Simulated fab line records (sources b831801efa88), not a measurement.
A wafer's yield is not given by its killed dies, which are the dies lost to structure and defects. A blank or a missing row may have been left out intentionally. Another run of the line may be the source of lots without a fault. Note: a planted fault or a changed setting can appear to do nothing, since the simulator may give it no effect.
One fault seen from 2 desks / flow gf180mcu / each desk holds nothing but its own numbers, with what lay behind them at the end

## AT THE TOOL OWNER'S DESK: rie metal-04
The tool's own readings at GF_TOP_METAL_METAL_ETCH_16 (etches the open film in Cl2/BCl3, stops on SiO2, target depth 1077.5 nm, time 179.6 s): means of the sampled wafers that have a number, for each lot that ran on this tool. The brackets show how far a lot's mean lies from the usual mean; more than 4 standard deviations puts the lot out of limits, marked OUT.
Columns: A = drypump motor current A at GF_TOP_METAL_METAL_ETCH_16, usual 5.8 A; B = he backside leak sccm at GF_TOP_METAL_METAL_ETCH_16, usual 3.4 sccm; C = oes product au at GF_TOP_METAL_METAL_ETCH_16, usual 0.965 a.u.; D = run length s at GF_TOP_METAL_METAL_ETCH_16, usual 208.2 s; E = throttle valve pct at GF_TOP_METAL_METAL_ETCH_16, usual 28.257 %
lot=L807; first seen here=day 31 05:13; A=5.8; B=3.3; C=0.962; D=208.4; E=28.268
lot=L813; first seen here=day 32 10:27; A=5.8; B=3.3; C=0.989; D=199.5 (-12) OUT; E=28.230
lot=L814; first seen here=day 32 21:17; A=5.7; B=3.4; C=0.995; D=199.7 (-12) OUT; E=28.220
This desk's verdict: out of limits on L813, L814, starting with L813 at day 32 10:27 (run length s at GF_TOP_METAL_METAL_ETCH_16). L807 stayed within limits.

## METROLOGY DESK
Means of the sampled wafers that have a number, per lot and without regard to the tool the lot ran on: this is what the gauges read. The brackets show how far a lot's mean lies from the usual mean; more than 4 standard deviations puts the lot out of limits, marked OUT.
Columns: A = TOP_METAL_ALCU_RS at GF_TOP_METAL_RS_MEAS_05, usual 0.0328 ohm/sq; B = TOP_METAL_ALCU_THK at GF_TOP_METAL_THK_MEAS_06, usual 916 nm; C = cd nm at GF_TOP_METAL_CD_MEAS_14, usual 440.4 nm; D = TOP_METAL_OVL at GF_TOP_METAL_OVL_MEAS_15, usual -1.0 nm
lot=L802; first seen here=day 28 12:46; A=0.0334; B=896; C=444.5; D=-1.6
lot=L807; first seen here=day 30 11:14; A=0.0330; B=914; C=442.3; D=-1.7
lot=L813; first seen here=day 31 16:47; A=0.0329; B=914; C=441.5; D=-2.3
lot=L814; first seen here=day 32 04:10; A=0.0324; B=927; C=443.0; D=1.4
lot=L817; first seen here=day 32 22:36; A=0.0316; B=943; C=438.2; D=-2.9
lot=L819; first seen here=day 33 09:03; A=0.0327; B=919; C=441.9; D=-2.0
This desk's verdict: no lot among the 6 shows anything out of limits.

## BROUGHT TOGETHER
At day 32 10:27, on L813, L814, the tool owner's desk was in a position to raise an alarm.
At the metrology desk, nothing out of limits was observed.
The metrology desk holds a record of L813, L814, inside its limits.
The lots listed all ran GF_TOP_METAL_METAL_ETCH_16 on rie metal-04.

## WHAT THE SIMULATOR HAD PUT IN
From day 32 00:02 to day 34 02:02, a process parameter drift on rie metal-04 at GF_TOP_METAL_METAL_ETCH_16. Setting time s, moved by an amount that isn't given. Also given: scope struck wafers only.
Struck lots among those shown: L813, L814.
Each desk's first reading out of limits, in hours after the fault started: the tool owner's desk, 10.
